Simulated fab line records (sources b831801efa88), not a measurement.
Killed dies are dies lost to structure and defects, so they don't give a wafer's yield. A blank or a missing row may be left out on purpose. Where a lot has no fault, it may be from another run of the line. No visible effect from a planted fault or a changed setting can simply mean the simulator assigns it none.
Comparing a struck lot with a sound one :: flow gf180mcu :: 28 steps out of a route of 602
Sound: the wafers L960.1, L960.3, L960.4. Wafers L957.2, L957.4, L957.6 were the ones struck. The cause comes at the end.
At each step with rows: each side's tool, then ch and its chambers, then its first start. Under that, the readings that differ: sound wafers :: struck wafers :: difference of the means :: sigmas: that difference in standard deviations of wafers without a fault.
alike: a reading whose means differ by less than 2 such deviations, as well as words and numbers matching on both sides. not compared: withheld readings; readings where some wafer has no value; bounds like >300 that might hide an equal value; numbers whose values overlap and for which the record gives no deviation.
Wherever a step has rows on one side only, a row that says differs or no value, or a row with sigmas, the two part there. Numbers that don't overlap but have no deviation are shown without sigmas and don't part them. A reading missing from all wafers of one side parts the sides only when that side holds two or more wafers.

first, 1 step without rows for these wafers: GF_V2_ETCH_17 (etches SiO2 in C4F8/O2/Ar, stops on TiN, target depth 630 nm).
GF_V2_STRIP_18: strips in O2/N2.
  sound on plasma asher-03 ch 0,1, day 26 13:17; struck on plasma asher-01 ch 0,1, day 25 05:47
reading: heater power w (W)
sound: 355 357 321
struck: 287 282 273
difference: -64
sigmas: -2
  alike: drypump motor current A, oes product au, platen temp c
  not compared: rf hours counter h
then, 3 steps without rows for these wafers: GF_V2_STRIP_19 (strips in post etch residue remover, time 1200 s); GF_V2_CLEAN_20 (cleans in DIW); GF_V2_SPUTTER_21 (material Ti, target thk 15 nm, time 80.02 s).
GF_V2_SPUTTER_22: material TiN, target thk 10 nm, time 40 s.
  sound: pvd sputter-03 at day 26 13:55; struck: pvd sputter-04 at day 25 06:24
  alike: cathode dc power W, chamber pressure pa, throttle valve pct
GF_V2_CVD_23: deposits W, target thk 350 nm, time 104.94 s.
  sound on cvd w-01 ch 0,1, day 26 13:58; struck on cvd w-01 ch 0,1, day 25 06:26
  alike: heater power w
  not compared: since wet clean h
GF_V2_RS_MEAS_24: a four-point-probe measurement.
  sound: film metro-01 at day 26 14:04; struck: film metro-04 at day 25 06:34
  alike: V2_W_RS
GF_V2_THK_MEAS_25: measures by xrf.
  sound: film metro-01 at day 26 14:11; struck: film metro-04 at day 25 06:41
  alike: V2_W_THK
then, 3 steps without rows for these wafers: GF_V2_CMP_26 (polishes, stops on SiO2, t overpolish 15 s, target thk 0 nm); GF_M3_SPUTTER_00 (material Ti, target thk 37.5 nm, time 150 s); GF_M3_SPUTTER_01 (material TiN, target thk 30 nm, time 25 s).
GF_M3_SPUTTER_02: material AlCu, target thk 450 nm, time 23.9 s.
  sound: pvd sputter-04 at day 26 14:41; struck: pvd sputter-03 at day 25 07:10
  no value came back on the struck wafers for cathode dc power W (W), chamber pressure pa (Pa), throttle valve pct (%); on the sound wafers cathode dc power W (W) reads 10599 10600 10604
then, 1 step without rows for these wafers: GF_M3_SPUTTER_03 (material Ti, target thk 10 nm, time 6.7 s).
GF_M3_SPUTTER_04: material TiN, target thk 50 nm, time 41.7 s.
  sound: pvd sputter-04 at day 26 14:44; struck: pvd sputter-03 at day 25 07:13
  alike: cathode dc power W, chamber pressure pa, throttle valve pct
GF_M3_RS_MEAS_05: a four-point-probe measurement.
  sound: film metro-02 at day 26 14:46; struck: film metro-04 at day 25 07:16
reading: M3_ALCU_RS (ohm/sq)
sound: 0.0696 0.0698 0.0700
struck: 7.0112 7.0588 7.0676
difference: +6.9761
sigmas: +99 or more
GF_M3_THK_MEAS_06: measures by xrf.
  sound: film metro-02 at day 26 14:53; struck: film metro-04 at day 25 07:23
reading: M3_ALCU_THK (nm)
sound: 456 454 451
struck: <0 <0 <0
difference: differs
sigmas: 
then, 7 steps without rows for these wafers: GF_M3_DEHYDRATE_07 (time 60 s); GF_M3_HMDS_08 (prime time 60 s); GF_M3_COAT_09 (resist thk 1000 nm); GF_M3_SOFTBAKE_10 (time 60 s); GF_M3_EXPOSE_11 (exposes mask Metal3, target cd 280 nm); GF_M3_PEB_12 (peb time 90 s); GF_M3_DEVELOP_13 (develop time 60 s).
GF_M3_CD_MEAS_14: target cd 280 nm.
  sound: cd sem-01 at day 27 10:52; struck: cd sem-02 at day 26 03:50
reading: cd nm (nm)
sound: 278.1 278.6 278.8
struck: 281.5 282.0 281.9
difference: +3.3
sigmas: +3
GF_M3_OVL_MEAS_15:
  sound: overlay-01 at day 27 10:59; struck: overlay-02 at day 26 03:56
  alike: M3_OVL
GF_M3_METAL_ETCH_16: etches the open film in Cl2/BCl3, stops on SiO2, target depth 627.5 nm, time 104.6 s.
  sound on rie metal-03 ch 0,1, day 27 11:01; struck on rie metal-01 ch 0,1, day 26 03:58
reading: oes product au (a.u.)
sound: 0.971 0.974 0.964
struck: 0.991 0.994 0.991
difference: +0.022
sigmas: +4

reading: throttle valve pct (%)
sound: 28.264 28.242 28.244
struck: 28.236 28.224 28.230
difference: -0.020
sigmas: -2
  alike: bias w, drypump motor current A, mfc cl2 sccm
  not compared: rf hours counter h
GF_M3_STRIP_17: strips in O2/N2.
  sound on plasma asher-01 ch 0,1, day 27 11:08; struck on plasma asher-01 ch 0,1, day 26 04:05
  alike: drypump motor current A, heater power w, oes product au, platen temp c, strip time to endpoint s
  not compared: rf hours counter h

## WHERE THEY PART
Last at GF_M3_METAL_ETCH_16 as far as this record goes, first at GF_V2_STRIP_18. Later steps at which nothing parts them and some readings are alike: GF_M3_STRIP_17.

WHY: whatever the simulator had introduced
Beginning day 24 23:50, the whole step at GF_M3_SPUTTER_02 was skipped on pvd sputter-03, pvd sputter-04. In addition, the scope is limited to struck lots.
